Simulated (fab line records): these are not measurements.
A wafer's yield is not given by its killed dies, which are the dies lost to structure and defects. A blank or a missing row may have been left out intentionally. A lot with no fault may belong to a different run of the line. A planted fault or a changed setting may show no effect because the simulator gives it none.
fab line records | flow gf180mcu | part 1 of 2: steps 1 to 34 of 47
record: lots: 5 wafers: 15 lastDay: 33
route steps=602 shown VT_IMPLANT@123 MVSD@136 NWELL@137 LVPWELL@138 MVPSD@139 DUAL_GATE@141 POLY_GATE@157
lots that met no fault: taken from a fault-free run of the same line
startH: hours from the record's first day to the start of the lot's first wafer shown | waitH: hours since the lot's step before | " identical to the entry in the row above | L1.1+2: one row covering several wafers at once | - no value present, or no start provided | * or withheld: withheld | < > ~ a bound
route shown NAME@n: names a module that has steps shown in the file, with the first one's number in the route | usual: mean/standard deviation of fault-free wafers | same: alike in all rows | chamber/n: place in a boat | sites: each site's reading | _std_site: standard deviation of those values | _edge_site: the outer-site mean with the inner-site mean subtracted | radiusMm: for every site, how far away it sits from the centre of the wafer | mask NAME#n: copy n | behind: the tool/chamber that last shaped the wafer | hold: cause of the lot's hold/its duration in hours/its outcome | device: whichever transistor did not switch (one of n, p or np) | end of line: at the end of the route, the tests of the same wafers | a step with no rows: only its recipe | killed: dies that structure and defects cost at the first sort, which is not the same as the wafer's yield | map: a wafer's dies, x killed, . not, _ none there
set.NAME: the setting that was run; set.NAME@STEP: the one run at that earlier step | model.NAME: the simulator's own value behind a step, which no gauge read
lots at selected steps of the route; one table per step, one row per wafer
services: the hour from which a tool's chamber was out of use, counted from the record's first day as startH (under 0 if before that day), plus the number of hours and why
== steps ==
step: GF_VT_IMPLANT_DEHYDRATE_33
recipe: tempC: 200 timeS: 60
columns lot.wafer tool chamber startH waitH
L077.3+5+6 lithoTrack-03 0 166.31 7.2
L079.1+3+5 lithoTrack-02 0 181.06 7.8
L082.2+4+6 lithoTrack-02 0 206.34 7.9
L085.1+3+4 lithoTrack-03 0 222.96 8.9
L094.2+3+5 lithoTrack-02 0 283.04 9.4
step: GF_VT_IMPLANT_HMDS_34
recipe: primeTimeS: 60 primeTempC: 120
columns lot.wafer tool chamber startH waitH
L077.3+5+6 lithoTrack-03 0 166.46 0.1
L079.1+3+5 lithoTrack-02 0 181.21 0.1
L082.2+4+6 lithoTrack-02 0 206.49 0.1
L085.1+3+4 lithoTrack-03 0 223.11 0.1
L094.2+3+5 lithoTrack-02 0 283.19 0.1
step: GF_VT_IMPLANT_COAT_35
recipe: resist: NOVOLAK spinRpm: 3000 resistThkNm: 1000
columns lot.wafer tool chamber startH waitH
L077.3+5+6 lithoTrack-03 0 166.61 0.1
L079.1+3+5 lithoTrack-02 0 181.36 0.1
L082.2+4+6 lithoTrack-02 0 206.64 0.1
L085.1+3+4 lithoTrack-03 0 223.26 0.1
L094.2+3+5 lithoTrack-02 0 283.34 0.1
step: GF_VT_IMPLANT_SOFTBAKE_36
recipe: tempC: 90 timeS: 60 resist: NOVOLAK
columns lot.wafer tool chamber startH waitH
L077.3+5+6 lithoTrack-03 0 166.76 0.1
L079.1+3+5 lithoTrack-02 0 181.51 0.1
L082.2+4+6 lithoTrack-02 0 206.79 0.1
L085.1+3+4 lithoTrack-03 0 223.41 0.1
L094.2+3+5 lithoTrack-02 0 283.49 0.1
step: GF_VT_IMPLANT_EXPOSE_37
recipe: maskId: Nwell_HV_AREA targetCdNm: 860 na: 0.6 sourceShape: conventional sigmaOuter: 0.6 doseMj: 140
same: na: 0.6
columns lot.wafer tool chamber startH waitH mask
L077.3+5+6 ilineStepper-02 0 - - Nwell_HV_AREA#0
L079.1+3+5 ilineStepper-02 0 - - Nwell_HV_AREA#0
L082.2+4+6 ilineStepper-01 0 - - Nwell_HV_AREA#0
L085.1+3+4 ilineStepper-01 0 - - Nwell_HV_AREA#0
L094.2+3+5 ilineStepper-01 0 - - Nwell_HV_AREA#0
step: GF_VT_IMPLANT_PEB_38
recipe: tempC: withheld timeS: * resist: NOVOLAK
columns lot.wafer tool chamber startH waitH
L077.3+5+6 lithoTrack-01 0 - -
L079.1+3+5 lithoTrack-03 0 - -
L082.2+4+6 lithoTrack-02 0 - -
L085.1+3+4 lithoTrack-02 0 - -
L094.2+3+5 lithoTrack-03 0 - -
step: GF_VT_IMPLANT_DEVELOP_39
recipe: developTimeS: 60 devTempC: 23
columns lot.wafer tool chamber startH waitH
L077.3+5+6 lithoTrack-01 0 174.48 0.1
L079.1+3+5 lithoTrack-03 0 189.81 0.1
L082.2+4+6 lithoTrack-02 0 215.49 0.1
L085.1+3+4 lithoTrack-02 0 232.16 0.1
L094.2+3+5 lithoTrack-03 0 293.43 0.1
step: GF_VT_IMPLANT_OVL_MEAS_40
usual: VT_IMPLANT_03_OVL: -1.3/1.4
columns lot.wafer tool chamber startH waitH VT_IMPLANT_03_OVL[nm]
L077.3 overlay-01 - 174.59 0.1 -2.2
L077.5 " - " " -0.7
L077.6 " - " " -4.6
L079.1 overlay-01 - 189.96 0.1 -1.8
L079.3 " - " " -1.0
L079.5 " - " " -2.2
L082.2 overlay-01 - 215.62 0.1 -2.0
L082.4 " - " " -0.3
L082.6 " - " " -1.2
L085.1 overlay-02 - 232.31 0.1 1.0
L085.3 " - " " 1.0
L085.4 " - " " 0.8
L094.2 overlay-01 - 293.57 0.1 -1.0
L094.3 " - " " -1.0
L094.5 " - " " 0.4
step: GF_VT_IMPLANT_IMPLANT_41
recipe: species: As energyKev: 71.13 doseCm2: 1.013e+12 tiltDeg: 7
usual: beamOnS: 9.98/0.19
columns lot.wafer tool chamber startH waitH beamOnS
L077.3 implanter-01 0 174.66 0.1 10.17
L077.5 " 0 " " 10.41
L077.6 " 0 " " 10.26
L079.1 implanter-01 0 190.00 0.0 9.94
L079.3 " 0 " " 9.84
L079.5 " 0 " " 9.92
L082.2 implanter-04 0 215.67 0.0 10.03
L082.4 " 0 " " 9.95
L082.6 " 0 " " 10.05
L085.1 implanter-02 0 232.35 0.0 9.86
L085.3 " 0 " " 9.98
L085.4 " 0 " " 9.81
L094.2 implanter-01 0 293.62 0.0 10.11
L094.3 " 0 " " 9.61
L094.5 " 0 " " 10.00
step: GF_VT_IMPLANT_STRIP_42
recipe: chemistry: O2/N2 powerW: 1400 pressureMtorr: 1500 platenTempC: 250 o2FlowSccm: 3000 n2FlowSccm: 300 overashFraction: 0.5
usual: drypumpMotorCurrentA: 6.0/0.31 heaterPowerW: 346/25 oesProductAu: 0.716/0.0042 stripTimeToEndpointS: 12.64/0.037
same: overashFraction: 0.5
columns lot.wafer tool chamber startH waitH drypumpMotorCurrentA heaterPowerW oesProductAu rfHoursCounterH stripTimeToEndpointS
L077.3 plasmaAsher-04 0 174.80 0.1 6.2 314 0.719 - 12.58
L077.5 " 1 " " 6.1 333 0.713 - 12.60
L077.6 " 0 " " 6.1 313 0.713 - 12.59
L079.1 plasmaAsher-01 0 190.15 0.1 6.2 362 0.714 8 12.65
L079.3 " 0 " " 6.2 367 0.716 - 12.59
L079.5 " 1 " " 5.5 330 0.716 - 12.65
L082.2 plasmaAsher-01 0 215.80 0.1 6.2 367 0.711 11 12.67
L082.4 " 1 " " 5.5 336 0.719 - 12.68
L082.6 " 0 " " 6.2 365 0.728 - 12.69
L085.1 plasmaAsher-02 0 232.50 0.1 6.5 384 0.718 60 12.67
L085.3 " 0 " " 6.5 376 0.710 - 12.66
L085.4 " 1 " " 6.0 378 0.713 - 12.67
L094.2 plasmaAsher-04 0 293.75 0.1 6.1 318 0.714 48 12.65
L094.3 " 1 " " 6.1 332 0.720 - 12.66
L094.5 " 0 " " 6.1 309 0.717 - 12.68
step: GF_VT_IMPLANT_TW_MEAS_43
usual: VT_IMPLANT_4_TW: 698/10
columns lot.wafer tool chamber startH waitH VT_IMPLANT_4_TW
L077.3 filmMetro-03 - 174.88 0.1 706
L077.5 " - " " 704
L077.6 " - " " 709
L079.1 filmMetro-02 - 190.25 0.1 687
L079.3 " - " " 688
L079.5 " - " " 691
L082.2 filmMetro-03 - 215.91 0.1 705
L082.4 " - " " 706
L082.6 " - " " 704
L085.1 filmMetro-02 - 232.60 0.1 684
L085.3 " - " " 683
L085.4 " - " " 683
L094.2 filmMetro-01 - 293.86 0.1 696
L094.3 " - " " 699
L094.5 " - " " 697
step: GF_VT_IMPLANT_CLEAN_44
recipe: chemistry: SC1/SC2 mix: 1:4:20 tempC: 70 timeS: 150 dry: n2Spin
columns lot.wafer tool chamber startH waitH
L077.3+5+6 wetBench-04 3 174.92 0.0
L079.1+3+5 wetBench-04 3 190.31 0.1
L082.2+4+6 wetBench-04 2 215.96 0.0
L085.1+3+4 wetBench-03 3 232.66 0.1
L094.2+3+5 wetBench-04 0 293.91 0.0
step: GF_VT_IMPLANT_RTA_45
recipe: tempC: 1050 timeS: 30 ambient: N2
usual: lampPowerPct: 38/5.3 wafer_temp_C_max: 1054.6/1.3
columns lot.wafer tool chamber startH waitH lampPowerPct wafer_temp_C_max
L077.3 rtpAnneal-02 0 175.01 0.0 31 1057.0
L077.5 " 0 " " 31 1056.0
L077.6 " 0 " " 31 1056.5
L079.1 rtpAnneal-01 0 190.36 0.0 42 1054.0
L079.3 " 0 " " 42 1053.2
L079.5 " 0 " " 42 1054.0
L082.2 rtpAnneal-02 0 216.03 0.0 31 1057.9
L082.4 " 0 " " 31 1054.8
L082.6 " 0 " " 31 1055.2
L085.1 rtpAnneal-01 0 232.72 0.0 42 1055.8
L085.3 " 0 " " 42 1054.0
L085.4 " 0 " " 42 1054.3
L094.2 rtpAnneal-02 0 293.97 0.0 31 1057.3
L094.3 " 0 " " 31 1054.8
L094.5 " 0 " " 31 1056.1
step: GF_VT_IMPLANT_RS_MEAS_46
recipe: thkMeasGauge: four-point-probe
usual: MVSD_RS: 456.6/1.1
columns lot.wafer tool chamber startH waitH MVSD_RS[ohm/sq]
L077.3 filmMetro-04 - 175.12 0.1 457.3
L077.5 " - " " 456.2
L077.6 " - " " 454.7
L079.1 filmMetro-01 - 190.46 0.1 454.2
L079.3 " - " " 457.4
L079.5 " - " " 456.8
L082.2 filmMetro-04 - 216.13 0.1 457.5
L082.4 " - " " 456.4
L082.6 " - " " 457.0
L085.1 filmMetro-03 - 232.82 0.1 455.4
L085.3 " - " " 456.3
L085.4 " - " " 455.1
L094.2 filmMetro-04 - 294.08 0.1 454.4
L094.3 " - " " 454.5
L094.5 " - " " 455.4
step: GF_VT_IMPLANT_RS_MEAS_47
recipe: thkMeasGauge: four-point-probe
usual: NWELL_RS: 487.9/1.3
columns lot.wafer tool chamber startH waitH NWELL_RS[ohm/sq]
L077.3 filmMetro-04 - 175.24 0.1 486.7
L077.5 " - " " 487.0
L077.6 " - " " 488.0
L079.1 filmMetro-01 - 190.58 0.1 486.0
L079.3 " - " " 487.9
L079.5 " - " " 488.7
L082.2 filmMetro-04 - 216.25 0.1 487.7
L082.4 " - " " 487.5
L082.6 " - " " 487.6
L085.1 filmMetro-03 - 232.94 0.1 487.5
L085.3 " - " " 487.6
L085.4 " - " " 487.7
L094.2 filmMetro-04 - 294.20 0.1 486.6
L094.3 " - " " 487.4
L094.5 " - " " 486.1
step: GF_VT_IMPLANT_RS_MEAS_48
recipe: thkMeasGauge: four-point-probe
usual: LVPWELL_RS: 1197.1/2.7
columns lot.wafer tool chamber startH waitH LVPWELL_RS[ohm/sq]
L077.3 filmMetro-04 - 175.36 0.1 1197.0
L077.5 " - " " 1195.4
L077.6 " - " " 1198.5
L079.1 filmMetro-01 - 190.70 0.1 1194.0
L079.3 " - " " 1192.1
L079.5 " - " " 1194.3
L082.2 filmMetro-04 - 216.37 0.1 1198.5
L082.4 " - " " 1196.3
L082.6 " - " " 1196.0
L085.1 filmMetro-03 - 233.06 0.1 1193.8
L085.3 " - " " 1197.8
L085.4 " - " " 1197.7
L094.2 filmMetro-04 - 294.32 0.1 1197.5
L094.3 " - " " 1196.5
L094.5 " - " " 1197.4
step: GF_VT_IMPLANT_RS_MEAS_49
recipe: thkMeasGauge: four-point-probe
usual: MVPSD_RS: 1168/3.3
columns lot.wafer tool chamber startH waitH MVPSD_RS[ohm/sq]
L077.3 filmMetro-04 - 175.48 0.1 1169
L077.5 " - " " 1169
L077.6 " - " " 1167
L079.1 filmMetro-01 - 190.82 0.1 1166
L079.3 " - " " 1166
L079.5 " - " " 1164
L082.2 filmMetro-04 - 216.49 0.1 1171
L082.4 " - " " 1168
L082.6 " - " " 1167
L085.1 filmMetro-03 - 233.18 0.1 1171
L085.3 " - " " 1171
L085.4 " - " " 1173
L094.2 filmMetro-04 - 294.44 0.1 1171
L094.3 " - " " 1165
L094.5 " - " " 1166
step: GF_VT_IMPLANT_WET_ETCH_50
recipe: chemistry: dHF targetDepthNm: 20 target: SiO2 tempC: 25 dilution: 100:1 timeS: 400
columns lot.wafer tool chamber startH waitH
L077.3+5+6 wetBench-02 0 175.56 0.1
L079.1+3+5 wetBench-03 2 190.94 0.1
L082.2+4+6 wetBench-02 0 216.59 0.1
L085.1+3+4 wetBench-03 1 233.30 0.1
L094.2+3+5 wetBench-02 2 294.54 0.1
step: GF_DUAL_GATE_CLEAN_00
recipe: chemistry: SC1/SC2 mix: 1:4:20 tempC: 70 timeS: 150
columns lot.wafer tool chamber startH waitH
L077.3+5+6 wetBench-03 0 175.68 0.0
L079.1+3+5 wetBench-04 1 191.06 0.0
L082.2+4+6 wetBench-04 1 216.72 0.0
L085.1+3+4 wetBench-04 1 233.44 0.0
L094.2+3+5 wetBench-04 2 294.67 0.0
step: GF_DUAL_GATE_CLEAN_01
recipe: chemistry: dHF timeS: 20 dilution: 100:1 dry: ipaMarangoni
columns lot.wafer tool chamber startH waitH
L077.3+5+6 wetBench-02 0 175.73 0.0
L079.1+3+5 wetBench-02 0 191.12 0.0
L082.2+4+6 wetBench-02 1 216.77 0.0
L085.1+3+4 wetBench-02 1 233.49 0.0
L094.2+3+5 wetBench-03 2 294.72 0.0
step: GF_DUAL_GATE_OXIDATION_02
recipe: tempC: 900 ambient: O2 stabiliseS: 600 purgeS: 300 targetThkA: 108.87 oxTimeS: 1602
usual: tube_center_temp_C_max: 902.3/0.34
columns lot.wafer tool chamber startH waitH tube_center_temp_C_max
L077.3 furnace-01 0 176.14 0.4 902.4
L077.5 " 0 " " 902.2
L077.6 " 0 " " 902.2
L079.1 furnace-01 0 191.48 0.4 902.1
L079.3 " 0 " " 902.2
L079.5 " 0 " " 902.5
L082.2 furnace-01 0 216.79 0.0 902.3
L082.4 " 0 " " 902.2
L082.6 " 0 " " 902.3
L085.1 furnace-01 0 233.50 0.0 902.3
L085.3 " 0 " " 902.9
L085.4 " 0 " " 902.8
L094.2 furnace-01 0 294.73 0.0 902.4
L094.3 " 0 " " 902.0
L094.5 " 0 " " 902.1
step: GF_DUAL_GATE_THK_MEAS_03
recipe: reads: SiO2_of_DUAL_GATE_OXIDATION_02
usual: DUAL_GATE_OXIDATION_00_THK: 10.76/0.27
columns lot.wafer tool chamber startH waitH DUAL_GATE_OXIDATION_00_THK[nm]
L077.3 filmMetro-01 - 177.61 0.0 10.83
L077.5 " - " " 10.94
L077.6 " - " " 10.91
L079.1 filmMetro-01 - 192.93 0.0 10.58
L079.3 " - " " 10.58
L079.5 " - " " 10.57
L082.2 filmMetro-01 - 218.24 0.0 10.58
L082.4 " - " " 10.54
L082.6 " - " " 10.62
L085.1 filmMetro-01 - 234.95 0.0 10.22
L085.3 " - " " 10.14
L085.4 " - " " 10.17
L094.2 filmMetro-04 - 296.19 0.0 10.83
L094.3 " - " " 10.94
L094.5 " - " " 11.03
step: GF_DUAL_GATE_DEHYDRATE_04
recipe: tempC: 200 timeS: 60
columns lot.wafer tool chamber startH waitH
L077.3+5+6 lithoTrack-03 0 185.71 8.1
L079.1+3+5 lithoTrack-03 0 201.11 8.2
L082.2+4+6 lithoTrack-03 0 226.49 8.2
L085.1+3+4 lithoTrack-01 0 243.88 8.9
L094.2+3+5 lithoTrack-03 0 305.63 9.4
step: GF_DUAL_GATE_HMDS_05
recipe: primeTimeS: 60 primeTempC: 120
columns lot.wafer tool chamber startH waitH
L077.3+5+6 lithoTrack-03 0 185.86 0.1
L079.1+3+5 lithoTrack-03 0 201.26 0.1
L082.2+4+6 lithoTrack-03 0 226.64 0.1
L085.1+3+4 lithoTrack-01 0 244.03 0.1
L094.2+3+5 lithoTrack-03 0 305.78 0.1
step: GF_DUAL_GATE_COAT_06
recipe: resist: NOVOLAK spinRpm: 3000 resistThkNm: 1000
columns lot.wafer tool chamber startH waitH
L077.3+5+6 lithoTrack-03 0 186.01 0.1
L079.1+3+5 lithoTrack-03 0 201.41 0.1
L082.2+4+6 lithoTrack-03 0 226.79 0.1
L085.1+3+4 lithoTrack-01 0 244.18 0.1
L094.2+3+5 lithoTrack-03 0 305.93 0.1
step: GF_DUAL_GATE_SOFTBAKE_07
recipe: tempC: 90 timeS: 60 resist: NOVOLAK
columns lot.wafer tool chamber startH waitH
L077.3+5+6 lithoTrack-03 0 186.16 0.1
L079.1+3+5 lithoTrack-03 0 201.56 0.1
L082.2+4+6 lithoTrack-03 0 226.94 0.1
L085.1+3+4 lithoTrack-01 0 244.33 0.1
L094.2+3+5 lithoTrack-03 0 306.08 0.1
step: GF_DUAL_GATE_EXPOSE_08
recipe: maskId: Dualgate targetCdNm: 700 na: 0.6 sourceShape: conventional sigmaOuter: 0.6 doseMj: 140
same: na: 0.6
columns lot.wafer tool chamber startH waitH mask
L077.3+5+6 ilineStepper-02 0 - - Dualgate#0
L079.1+3+5 ilineStepper-01 0 - - Dualgate#0
L082.2+4+6 ilineStepper-01 0 - - Dualgate#0
L085.1+3+4 ilineStepper-02 0 - - Dualgate#0
L094.2+3+5 ilineStepper-01 0 - - Dualgate#0
step: GF_DUAL_GATE_PEB_09
recipe: tempC: withheld timeS: * resist: NOVOLAK
columns lot.wafer tool chamber startH waitH
L077.3+5+6 lithoTrack-03 0 - -
L079.1+3+5 lithoTrack-03 0 - -
L082.2+4+6 lithoTrack-04 0 - -
L085.1+3+4 lithoTrack-01 0 - -
L094.2+3+5 lithoTrack-01 0 - -
step: GF_DUAL_GATE_DEVELOP_10
recipe: developTimeS: 60 devTempC: 23
columns lot.wafer tool chamber startH waitH
L077.3+5+6 lithoTrack-03 0 195.01 0.1
L079.1+3+5 lithoTrack-03 0 210.01 0.1
L082.2+4+6 lithoTrack-04 0 235.94 0.1
L085.1+3+4 lithoTrack-01 0 253.43 0.1
L094.2+3+5 lithoTrack-01 0 316.30 0.1
step: GF_DUAL_GATE_OVL_MEAS_11
usual: DUAL_GATE_OVL: 0.1/1.4
columns lot.wafer tool chamber startH waitH DUAL_GATE_OVL[nm]
L077.3 overlay-02 - 195.12 0.1 -0.7
L077.5 " - " " 1.4
L077.6 " - " " 1.4
L079.1 overlay-01 - 210.16 0.1 -1.4
L079.3 " - " " -1.2
L079.5 " - " " -1.7
L082.2 overlay-02 - 236.07 0.1 2.6
L082.4 " - " " 2.0
L082.6 " - " " 2.4
L085.1 overlay-01 - 253.58 0.1 -1.7
L085.3 " - " " -1.6
L085.4 " - " " -0.9
L094.2 overlay-01 - 316.43 0.1 0.3
L094.3 " - " " -0.1
L094.5 " - " " -0.9
step: GF_DUAL_GATE_WET_ETCH_12
recipe: chemistry: dHF targetDepthNm: 13 dry: n2Spin target: SiO2 tempC: 25 dilution: 100:1 timeS: 260
columns lot.wafer tool chamber startH waitH
L077.3+5+6 wetBench-04 1 195.15 0.0
L079.1+3+5 wetBench-02 3 210.20 0.0
L082.2+4+6 wetBench-03 1 236.10 0.0
L085.1+3+4 wetBench-02 0 253.61 0.0
L094.2+3+5 wetBench-02 0 316.46 0.0
step: GF_DUAL_GATE_STRIP_13
recipe: chemistry: O2/N2 powerW: 1418 pressureMtorr: 1500 platenTempC: 250 o2FlowSccm: 3000 n2FlowSccm: 300 overashFraction: 0.5
usual: drypumpMotorCurrentA: 6.0/0.46 heaterPowerW: 341/29 oesProductAu: 0.721/0.0042 stripTimeToEndpointS: 12.51/0.034
same: overashFraction: 0.5
columns lot.wafer tool chamber startH waitH drypumpMotorCurrentA heaterPowerW oesProductAu rfHoursCounterH stripTimeToEndpointS
L077.3 plasmaAsher-02 0 195.26 0.0 6.5 384 0.723 - 12.51
L077.5 " 0 " " 6.5 379 0.726 - 12.55
L077.6 " 1 " " 6.0 381 0.727 - 12.55
L079.1 plasmaAsher-04 1 210.28 0.0 6.1 324 0.725 40 12.51
L079.3 " 1 " " 6.1 320 0.725 - 12.46
L079.5 " 0 " " 6.2 317 0.721 - 12.55
L082.2 plasmaAsher-02 1 236.19 0.0 6.0 363 0.716 60 12.49
L082.4 " 0 " " 6.5 385 0.725 - 12.49
L082.6 " 0 " " 6.5 389 0.719 - 12.50
L085.1 plasmaAsher-04 1 253.70 0.0 6.1 325 0.720 44 12.51
L085.3 " 1 " " 6.1 326 0.715 - 12.53
L085.4 " 0 " " 6.2 306 0.718 - 12.55
L094.2 plasmaAsher-04 0 316.54 0.0 6.1 309 0.719 51 12.54
L094.3 " 1 " " 6.1 328 0.724 - 12.55
L094.5 " 1 " " 6.1 329 0.721 - 12.51
step: GF_DUAL_GATE_CLEAN_14
recipe: chemistry: SC1/SC2 mix: 1:4:20 tempC: 70 timeS: 150 dry: n2Spin
columns lot.wafer tool chamber startH waitH
L077.3+5+6 wetBench-03 0 195.33 0.0
L079.1+3+5 wetBench-03 0 210.38 0.1
L082.2+4+6 wetBench-02 2 236.29 0.1
L085.1+3+4 wetBench-04 3 253.80 0.1
L094.2+3+5 wetBench-04 2 316.64 0.1
step: GF_DUAL_GATE_OXIDATION_15
recipe: tempC: 850 ambient: O2 stabiliseS: 600 purgeS: 300 targetThkA: 70.98 oxTimeS: 1995
usual: tube_center_temp_C_max: 852.2/0.3
columns lot.wafer tool chamber startH waitH tube_center_temp_C_max
L077.3 furnace-01 0 195.68 0.3 853.1
L077.5 " 0 " " 851.8
L077.6 " 0 " " 851.8
L079.1 furnace-01 0 210.48 0.0 852.1
L079.3 " 0 " " 852.0
L079.5 " 0 " " 851.9
L082.2 furnace-02 0 236.34 0.0 852.4
L082.4 " 0 " " 852.4
L082.6 " 0 " " 851.9
L085.1 furnace-02 0 253.85 0.0 852.7
L085.3 " 0 " " 852.0
L085.4 " 0 " " 851.8
L094.2 furnace-02 0 317.64 0.9 852.1
L094.3 " 0 " " 852.7
L094.5 " 0 " " 852.1
